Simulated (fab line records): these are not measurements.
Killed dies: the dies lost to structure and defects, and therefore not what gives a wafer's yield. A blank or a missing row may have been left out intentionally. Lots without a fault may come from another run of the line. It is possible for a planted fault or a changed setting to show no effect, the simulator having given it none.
Commonality check across tools -- flow gf180mcu -- 33 wafers sampled across 11 lots

== WHAT PROMPTED THE OPENING ==
At GF_HV_LDD_CD_MEAS_31 the reading cd-nm is flagged on 2 of 11 lots. No-fault wafers: 400.0 nm, standard deviation 1.8.
Rule: a lot gets a flag if all its wafers with a number sit over 4 standard deviations from that mean, or if no wafer of it has a number. The other lots count as sound.

lot,measured,on,"cd-nm (nm), wafer by wafer",flag
L702,day 12 01:23,cd-sem-02,400.9 403.0 400.7,
L704,day 12 16:29,cd-sem-01,402.4 400.2 401.6,
L707,day 13 16:44,cd-sem-02,398.5 399.6 398.8,
L709,day 14 10:04,cd-sem-02,399.2 398.2 395.5,
L710,day 14 19:23,cd-sem-01,408.8 408.8 409.0,FLAGGED
L711,day 15 05:21,cd-sem-02,400.4 399.7 399.2,
L712,day 15 11:44,cd-sem-02,408.0 410.0 407.8,FLAGGED
L713,day 15 19:34,cd-sem-02,400.7 398.8 398.8,
L716,day 16 19:47,cd-sem-02,401.4 399.4 402.8,
L719,day 17 17:58,cd-sem-02,400.0 400.3 400.3,
L721,day 18 08:10,cd-sem-02,397.2 398.3 396.8,
On average the flagged lots' numbers are 408.7 nm, which is +8.7 nm against the usual, or +5 standard deviations.

== EACH LOT AND THE TOOL IT RAN ON ==
Before the reading, the record contains 3 process steps out of a 602-step route. In each cell: the tool, then ch and the chambers that the sampled wafers went through, then the start.
lot,flag,GF_POLY_GATE_ETCH_12,GF_POLY_GATE_ETCH_13,GF_HV_LDD_COAT_26
L702,,"rie-diel-03 ch 2,3, day 9 16:30","rie-si-01 ch 0,1, day 9 16:33","litho-track-04 ch 0, day 11 15:59"
L704,,"rie-diel-04 ch 2,3, day 10 07:24","rie-si-02 ch 0,1,2, day 10 07:27","litho-track-04 ch 0, day 12 06:50"
L707,,"rie-diel-02 ch 0,2, day 11 05:12","rie-si-01 ch 0,2, day 11 05:15","litho-track-04 ch 0, day 13 07:02"
L709,,"rie-diel-03 ch 0,1, day 11 20:24","rie-si-02 ch 0,1,2, day 11 20:27","litho-track-04 ch 0, day 13 23:40"
L710,FLAGGED,"rie-diel-02 ch 1,2,3, day 12 04:00","rie-si-01 ch 1,2,3, day 12 04:03","litho-track-04 ch 0, day 14 09:20"
L711,,"rie-diel-02 ch 0,1, day 12 12:45","rie-si-01 ch 0,1,2, day 12 12:48","litho-track-03 ch 0, day 14 18:07"
L712,FLAGGED,"rie-diel-04 ch 0,1,2, day 12 19:50","rie-si-02 ch 0,1,3, day 12 19:53","litho-track-04 ch 0, day 15 00:56"
L713,,"rie-diel-04 ch 2,3, day 13 03:32","rie-si-02 ch 0,2,3, day 13 03:35","litho-track-03 ch 0, day 15 09:04"
L716,,"rie-diel-04 ch 0,1,3, day 13 23:41","rie-si-01 ch 0,1,3, day 13 23:44","litho-track-03 ch 0, day 16 08:41"
L719,,"rie-diel-03 ch 0,1,3, day 14 21:20","rie-si-02 ch 2,3, day 14 21:23","litho-track-01 ch 0, day 17 06:17"
L721,,"rie-diel-02 ch 0,1,3, day 15 09:30","rie-si-01 ch 0,1,3, day 15 09:33","litho-track-04 ch 0, day 17 20:08"
What the steps here do:
- GF_POLY_GATE_ETCH_12: etches BARC in N2/H2.
- GF_POLY_GATE_ETCH_13: etches poly-Si in HBr/Cl2, stops on SiO2, target depth 198.5 nm, time 69.6 s.
- GF_HV_LDD_COAT_26: resist thk 1000 nm.
- GF_HV_LDD_CD_MEAS_31: target cd 400 nm.

== FLAGGED AGAINST TOTAL, ONE TOOL AT A TIME (gauges that did the reading follow at the end) ==
step,tool,lots run,flagged,share of the flagged lots,sound lots run after its first flagged lot
GF_POLY_GATE_ETCH_12,rie-diel-02,4,1,some,"2 (L711,L721)"
GF_POLY_GATE_ETCH_12,rie-diel-03,3,0,none,-
GF_POLY_GATE_ETCH_12,rie-diel-04,4,1,some,"2 (L713,L716)"
GF_POLY_GATE_ETCH_13,rie-si-01,6,1,some,"3 (L711,L716,L721)"
GF_POLY_GATE_ETCH_13,rie-si-02,5,1,some,"2 (L713,L719)"
GF_HV_LDD_COAT_26,litho-track-01,1,0,none,-
GF_HV_LDD_COAT_26,litho-track-03,3,0,none,-
GF_HV_LDD_COAT_26,litho-track-04,7,2,all,1 (L721)
GF_HV_LDD_CD_MEAS_31,cd-sem-01,2,1,some,0
GF_HV_LDD_CD_MEAS_31,cd-sem-02,9,1,some,"4 (L713,L716,L719,L721)"

== WHAT THE TABLE ALLOWS ==
In the table, 1 row covers all flagged lots: litho-track-04 at GF_HV_LDD_COAT_26.
- litho-track-04 at GF_HV_LDD_COAT_26 ran 7 lots, 2 of them flagged. Lots that were sound ran on it after the first flagged one (L721); a persistent fault on the entire tool would not allow that.
No row of the table ran every flagged lot and no sound lot after the first.

== WHAT THE SIMULATOR HAD PUT IN ==
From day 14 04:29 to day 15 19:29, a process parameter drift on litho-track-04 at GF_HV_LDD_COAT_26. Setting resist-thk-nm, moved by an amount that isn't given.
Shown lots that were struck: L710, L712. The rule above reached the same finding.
